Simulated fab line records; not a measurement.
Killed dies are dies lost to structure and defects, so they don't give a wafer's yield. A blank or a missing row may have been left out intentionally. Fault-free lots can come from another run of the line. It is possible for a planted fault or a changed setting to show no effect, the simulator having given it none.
One fault through the eyes of 2 desks | flow sky130 | each desk holds nothing but its own numbers, with what lay behind them at the end

## METROLOGY DESK
Means of the sampled wafers that have a number, per lot and without regard to the tool the lot ran on: this is what the gauges read. Any lot whose mean is over 4 standard deviations away from the usual mean is out of limits and marked OUT; that distance is given in the brackets.
Columns: A = VIA2_W_THK at SKY_VIA2_THK_MEAS_23, usual 413 nm
lot  | first seen here | A
L573 | day 36 05:25    | 410
L574 | day 36 13:21    | 410
L575 | day 36 20:27    | 415
L576 | day 37 07:36    | 412
L577 | day 37 19:16    | 419
L579 | day 38 07:49    | 406
L583 | day 39 17:42    | 403
L584 | day 40 01:12    | 418
L592 | day 42 08:49    | 417
L593 | day 42 17:43    | 411
L594 | day 42 19:32    | 416
L596 | day 42 22:24    | 406
Finding of this desk: none of the 12 lots has anything out of limits.

## TOOL OWNER'S DESK, rie-diel-04
The tool's own readings at SKY_VIA2_ETCH_15 (etches SiO2 in C4F8/O2/Ar, stops on TiN, target depth 546 nm, time 84 s): means of the sampled wafers that have a number, for each lot that ran on this tool. Any lot whose mean is over 4 standard deviations away from the usual mean is out of limits and marked OUT; that distance is given in the brackets.
Columns: A = oes-product-au at SKY_VIA2_ETCH_15, usual 0.940 a.u.
lot  | first seen here | A
L573 | day 36 04:26    | 0.943
L574 | day 36 12:14    | 0.940
L575 | day 36 19:26    | 0.941
L576 | day 37 06:35    | 0.942
L577 | day 37 18:17    | 0.935
L592 | day 42 07:50    | 0.937
L593 | day 42 16:38    | 0.943
Finding of this desk: none of the 7 lots has anything out of limits.

## ALL TOGETHER
From the metrology desk's view, nothing was out of limits.
The tool owner's desk saw nothing out of limits.

## WHAT THE SIMULATOR PUT IN
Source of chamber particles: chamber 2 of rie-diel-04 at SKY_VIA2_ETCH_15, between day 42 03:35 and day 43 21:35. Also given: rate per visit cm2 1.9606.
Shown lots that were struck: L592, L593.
